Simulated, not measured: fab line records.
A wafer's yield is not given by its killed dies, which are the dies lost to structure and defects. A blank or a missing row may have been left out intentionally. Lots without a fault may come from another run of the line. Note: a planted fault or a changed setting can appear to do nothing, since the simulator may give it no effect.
Lot-split experiment / flow sky130 / 23 wafers read from 5 lots, route of 708 steps

== THE SPLIT ==
At SKY_VT_ADJUST_HVTR_IMPLANT_09, the setting energy kev was moved away from the recipe's 10 on 9 of the 23 wafers read, by -2.3% to +4.7%. All remaining wafers had this setting at the recipe value.

The split's own step is where the reading is taken.

== THE READING ==
In nm, at SKY_VT_ADJUST_HVTR_IMPLANT_09: implant.drp nm, which is the simulator's own figure and was read by no gauge. The file gives no usual value for it.

wafer=L075.1; tool, chamber at the split=implanter-03, 0; energy kev as run=10; against the recipe=recipe; implant.drp nm, nm=17.11; against lot-mates on the recipe=-
wafer=L075.2; tool, chamber at the split=implanter-03, 0; energy kev as run=10; against the recipe=recipe; implant.drp nm, nm=17.11; against lot-mates on the recipe=-
wafer=L075.5; tool, chamber at the split=implanter-03, 0; energy kev as run=10; against the recipe=recipe; implant.drp nm, nm=17.11; against lot-mates on the recipe=-
wafer=L076.1; tool, chamber at the split=implanter-01, 0; energy kev as run=10.32; against the recipe=+3.2%; implant.drp nm, nm=17.49; against lot-mates on the recipe=+0.38
wafer=L076.6; tool, chamber at the split=implanter-01, 0; energy kev as run=10.32; against the recipe=+3.2%; implant.drp nm, nm=17.49; against lot-mates on the recipe=+0.38
wafer=L076.3; tool, chamber at the split=implanter-01, 0; energy kev as run=10; against the recipe=recipe; implant.drp nm, nm=17.11; against lot-mates on the recipe=-
wafer=L076.4; tool, chamber at the split=implanter-01, 0; energy kev as run=10; against the recipe=recipe; implant.drp nm, nm=17.11; against lot-mates on the recipe=-
wafer=L076.5; tool, chamber at the split=implanter-01, 0; energy kev as run=10; against the recipe=recipe; implant.drp nm, nm=17.11; against lot-mates on the recipe=-
wafer=L077.1; tool, chamber at the split=implanter-03, 0; energy kev as run=10.47; against the recipe=+4.7%; implant.drp nm, nm=17.67; against lot-mates on the recipe=+0.56
wafer=L077.6; tool, chamber at the split=implanter-03, 0; energy kev as run=10.47; against the recipe=+4.7%; implant.drp nm, nm=17.67; against lot-mates on the recipe=+0.56
wafer=L077.2; tool, chamber at the split=implanter-03, 0; energy kev as run=10; against the recipe=recipe; implant.drp nm, nm=17.11; against lot-mates on the recipe=-
wafer=L077.3; tool, chamber at the split=implanter-03, 0; energy kev as run=10; against the recipe=recipe; implant.drp nm, nm=17.11; against lot-mates on the recipe=-
wafer=L077.5; tool, chamber at the split=implanter-03, 0; energy kev as run=10; against the recipe=recipe; implant.drp nm, nm=17.11; against lot-mates on the recipe=-
wafer=L082.1; tool, chamber at the split=implanter-01, 0; energy kev as run=10; against the recipe=recipe; implant.drp nm, nm=17.11; against lot-mates on the recipe=-
wafer=L082.4; tool, chamber at the split=implanter-01, 0; energy kev as run=10; against the recipe=recipe; implant.drp nm, nm=17.11; against lot-mates on the recipe=-
wafer=L082.5; tool, chamber at the split=implanter-01, 0; energy kev as run=10; against the recipe=recipe; implant.drp nm, nm=17.11; against lot-mates on the recipe=-
wafer=L082.2; tool, chamber at the split=implanter-01, 0; energy kev as run=9.834; against the recipe=-1.7%; implant.drp nm, nm=16.92; against lot-mates on the recipe=-0.19
wafer=L082.6; tool, chamber at the split=implanter-01, 0; energy kev as run=9.834; against the recipe=-1.7%; implant.drp nm, nm=16.92; against lot-mates on the recipe=-0.19
wafer=L083.1; tool, chamber at the split=implanter-01, 0; energy kev as run=10; against the recipe=recipe; implant.drp nm, nm=17.11; against lot-mates on the recipe=-
wafer=L083.3; tool, chamber at the split=implanter-01, 0; energy kev as run=10; against the recipe=recipe; implant.drp nm, nm=17.11; against lot-mates on the recipe=-
wafer=L083.4; tool, chamber at the split=implanter-01, 0; energy kev as run=9.769; against the recipe=-2.3%; implant.drp nm, nm=16.84; against lot-mates on the recipe=-0.27
wafer=L083.5; tool, chamber at the split=implanter-01, 0; energy kev as run=9.769; against the recipe=-2.3%; implant.drp nm, nm=16.84; against lot-mates on the recipe=-0.27
wafer=L083.6; tool, chamber at the split=implanter-01, 0; energy kev as run=9.769; against the recipe=-2.3%; implant.drp nm, nm=16.84; against lot-mates on the recipe=-0.27

FIT RESULTS
A straight line over all 23 wafers: implant.drp nm changes by +0.118 nm for each +1% of energy kev; r = +1.00; the points scatter about the line by 0.0022 nm.
The same after taking each lot's own level away (the mean of its wafers on the recipe; 23 wafers): +0.118 nm for each +1%; r = +1.00; scatter 0.0022 nm.
That fit puts the effect of the largest move of energy kev on the reading at 0.56 nm.
The lots' own levels span 17.110 to 17.110 nm.
The two slopes are in agreement: the lot-to-lot level therefore moves the slope only a little.
Check: +0.556 nm against its lot-mates is what the line predicts for one of the wafers moved furthest among these (+4.7%) when that wafer is left out of the fit. It came out at +0.56 nm against them.

== THESE WAFERS: OTHER SPLITS ==
Note: prior to the reading, these wafers also went through further splits. Each is held against what the fit with the lots' levels taken away leaves over:
other split on the same wafers=SKY_FIELD_ISO_COAT_07 spin rpm; wafers away from the commonest value=9; r with implant.drp nm (lot level and that fit taken away)=-0.27
other split on the same wafers=SKY_NWELL_IMPLANT_12 energy kev; wafers away from the commonest value=8; r with implant.drp nm (lot level and that fit taken away)=-0.06
other split on the same wafers=SKY_NWELL_STRIP_14 overash fraction; wafers away from the commonest value=5; r with implant.drp nm (lot level and that fit taken away)=+0.46
other split on the same wafers=SKY_VT_ADJUST_HVTP_IMPLANT_09 dose cm2; wafers away from the commonest value=6; r with implant.drp nm (lot level and that fit taken away)=+0.14
other split on the same wafers=SKY_VT_ADJUST_LVTN_EXPOSE_15 dose mj; wafers away from the commonest value=8; r with implant.drp nm (lot level and that fit taken away)=-0.09
other split on the same wafers=SKY_VT_ADJUST_HVTR_COAT_02 resist thk nm; wafers away from the commonest value=9; r with implant.drp nm (lot level and that fit taken away)=-0.14

== THE WHOLE CHAIN: every reading that the file lists as answering this split, in the file's order ==
step=SKY_VT_ADJUST_HVTR_IMPLANT_09; what it does=; reading=implant.rp nm (the simulator's own value, which no gauge read); change (the file's fit)=+0.313 nm for each +1% of the setting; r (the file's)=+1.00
step=SKY_VT_ADJUST_HVTR_IMPLANT_09; what it does=; reading=implant.drp nm (the simulator's own value, which no gauge read); change (the file's fit)=+0.119 nm for each +1% of the setting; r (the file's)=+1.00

== FILE'S OWN FIT ==
implant.drp nm changes by +0.119 nm for each +1% of energy kev, r = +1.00.
